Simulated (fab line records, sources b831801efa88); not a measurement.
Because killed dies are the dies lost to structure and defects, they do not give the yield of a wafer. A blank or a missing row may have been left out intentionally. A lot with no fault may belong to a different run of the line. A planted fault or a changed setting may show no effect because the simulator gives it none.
8D (eight disciplines) problem report, filled in by code + flow sky130 + the parts of the form that need people (team, actions taken, sign-off) are left out

== 1. WHAT IS WRONG ==
CAPM_CVD_00_THK at SKY_CAPM_THK_MEAS_01 reads a mean of 9.71 nm on 1 wafer of 1 lot; wafers without a fault read 15.46 nm with a standard deviation of 0.22. Measured from the usual mean, that is -26 standard deviations.
Earliest sighting: wafer L305.4 on film metro-02 at day 40 16:01. At this step, 39 wafers from 13 lots have a number in the record. Rule for "out" (also "out of limits"): further than 4 standard deviations from the usual mean. The other wafers with a number count as sound.

== 2. WHAT IT IS, WHAT IT ISN'T ==
| question                    | is                | is not                                                                                 |
|-----------------------------|-------------------|----------------------------------------------------------------------------------------|
| which readings at this step | CAPM_CVD_00_THK   | -                                                                                      |
| which lots                  | L305              | L293, L294, L295, L296, L297, L298, L299, L303, L309, L313, L314, L315                 |
| which wafers of those lots  | L305.4            | L305.2, L305.5                                                                         |
| read on which gauges        | film metro-02     | film metro-03, film metro-04                                                           |
| when                        | from day 40 16:01 | up to then (26 sound wafers); but 12 sound wafers of L309, L313, L314, L315 came after |

== 3. THE SUSPECTS, EACH WITH WHAT RULES IT OUT ==
Counting: any tool at a process step up to the reading remains a suspect provided it ran every lot that is out. Sound lots after the first of them don't rule it out here, since some wafers of a struck lot are sound.
- the gauge at SKY_CAPM_THK_MEAS_01 is ruled out. All the wafers that are out were read on film metro-02, but those of them that SKY_METAL3_ETCH_17 has rows for are out there too, on other tools.
- pecvd-02 at SKY_CAPM_CVD_00 (deposits SiO2, target thk 15.5 nm): kept. It processed L305, the lot that is out, at day 40 15:59, and its most recent sound lot before then was L298 at day 39 04:32.
- At SKY_CAPM_CVD_00, inside pecvd-02: chamber 0 took the wafers that are out, while their sound lot-mates went through chambers 1, 2.
Remaining after the count: pecvd-02 at SKY_CAPM_CVD_00.

== 4. THE CAUSE (what the simulator had put in) ==
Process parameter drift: pecvd-02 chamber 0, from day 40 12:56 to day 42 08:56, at SKY_CAPM_CVD_00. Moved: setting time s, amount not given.
After counting, this tool was the only one left.

== 5. SEQUENCE OF EFFECTS, ordered by route ==
Each row: a reading where the mean over the struck wafers with a number is more than 3 standard deviations away from the usual. Scope: only readings with a usual standard deviation given in the record; hours: median across lots of the time from each lot's start at the first step in this table that gives one to its start at this step; sigmas: change in usual standard deviations.
| hours | step                  | reading         | usual      | on struck wafers | change | sigmas |
|-------|-----------------------|-----------------|------------|------------------|--------|--------|
| 0     | SKY_CAPM_THK_MEAS_01  | CAPM_CVD_00_THK | 15.46 nm   | 9.71             | -5.75  | -26    |
| 49    | SKY_METAL3_ETCH_17    | oes product au  | 0.753 a.u. | 0.610            | -0.143 | -20    |
| 208   | SKY_PAD_OPEN_PROBE_99 | killed at other | 0.2        | 2.0              | +1.8   | +3.2   |
Process steps it contains:
- SKY_METAL3_ETCH_17: etches SiO2 in C4F8/O2/Ar, stops on TiN, time 3.9 s, target depth 15 nm.
- SKY_PAD_OPEN_PROBE_99

== 6. WHAT WOULD HAVE CAUGHT IT SOONER ==
3 hours passed between the start of the fault at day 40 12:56 and the first reading out of limits at a measuring or inspecting step in this record, taken at day 40 16:01.
Of the tool readings at SKY_CAPM_CVD_00 for which the record gives a usual standard deviation, none was out on any struck wafer, so an alarm limit of 4 standard deviations on them would not have fired.
All the lots that are out (1) had begun SKY_CAPM_CVD_00 on pecvd-02 by day 40 16:01. Had the tool been put on hold then, not one of them would have been saved.
